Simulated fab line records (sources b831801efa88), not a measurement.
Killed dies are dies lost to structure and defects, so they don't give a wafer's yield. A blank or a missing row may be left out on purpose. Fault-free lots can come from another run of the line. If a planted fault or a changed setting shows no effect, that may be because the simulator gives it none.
2 desks looking at one fault / flow sfq-line / each desk holds nothing but its own numbers, with what lay behind them at the end

TOOL OWNER'S DESK, rie-metal-01
The tool's own readings at SFQ_TRILAYER_M5_ETCH_METAL_ETCH_126 (etches Nb in Cl2/BCl3, stops on SiO2, time 203.2 s, target depth 265 nm): means of the sampled wafers that have a number, for each lot that ran on this tool. Marked OUT: a lot whose mean sits more than 4 standard deviations from the usual mean, which makes it out of limits; the brackets give that distance.
Columns: A = chamber-pressure-mTorr at SFQ_TRILAYER_M5_ETCH_METAL_ETCH_126, usual 10.000 mTorr; B = drypump-motor-current-A at SFQ_TRILAYER_M5_ETCH_METAL_ETCH_126, usual 5.8 A; C = oes-product-au at SFQ_TRILAYER_M5_ETCH_METAL_ETCH_126, usual 0.728 a.u.; D = rf-fwd-power-W at SFQ_TRILAYER_M5_ETCH_METAL_ETCH_126, usual 597.5 W
lot=L892; first seen here=day 49 15:19; A=10.007; B=5.8; C=0.716; D=600.0
lot=L901; first seen here=day 55 21:41; A=10.000; B=5.7; C=0.729; D=501.1 (-54) OUT
lot=L903; first seen here=day 56 23:04; A=9.998; B=5.7; C=0.730; D=533.5 (-36) OUT
This desk's verdict: out of limits on L901, L903, starting with L901 at day 55 21:41 (rf-fwd-power-W at SFQ_TRILAYER_M5_ETCH_METAL_ETCH_126). L892: within limits.

THE METROLOGY DESK
Lot by lot, what the gauges showed, no matter which tool ran the lot: averages of those sampled wafers that carry a number. Marked OUT: a lot whose mean sits more than 4 standard deviations from the usual mean, which makes it out of limits; the brackets give that distance.
Columns: A = M5_OVL at SFQ_M5_OVL_MEAS_932, usual 0 nm
lot=L892; first seen here=day 49 15:13; A=2
lot=L895; first seen here=day 50 17:44; A=3
lot=L901; first seen here=day 55 21:35; A=2
lot=L903; first seen here=day 56 22:55; A=1
lot=L910; first seen here=day 63 21:34; A=-6
lot=L914; first seen here=day 69 12:28; A=7
This desk's finding: nothing out of limits on any of the 6 lots.

BROUGHT TOGETHER
The tool owner's desk could have raised an alarm at day 55 21:41, on L901, L903.
Metrology desk: nothing out of limits seen.
The metrology desk holds a record of L901, L903, inside its limits.
Of the lots named, all ran SFQ_TRILAYER_M5_ETCH_METAL_ETCH_126 on rie-metal-01.

WHAT WAS PUT IN BY THE SIMULATOR
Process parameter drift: rie-metal-01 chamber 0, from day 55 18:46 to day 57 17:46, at SFQ_TRILAYER_M5_ETCH_METAL_ETCH_126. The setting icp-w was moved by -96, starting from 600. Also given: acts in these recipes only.
Shown lots that were struck: L901, L903.
Time in hours from fault onset to the first out-of-limits reading at each desk: the tool owner's desk, 3.
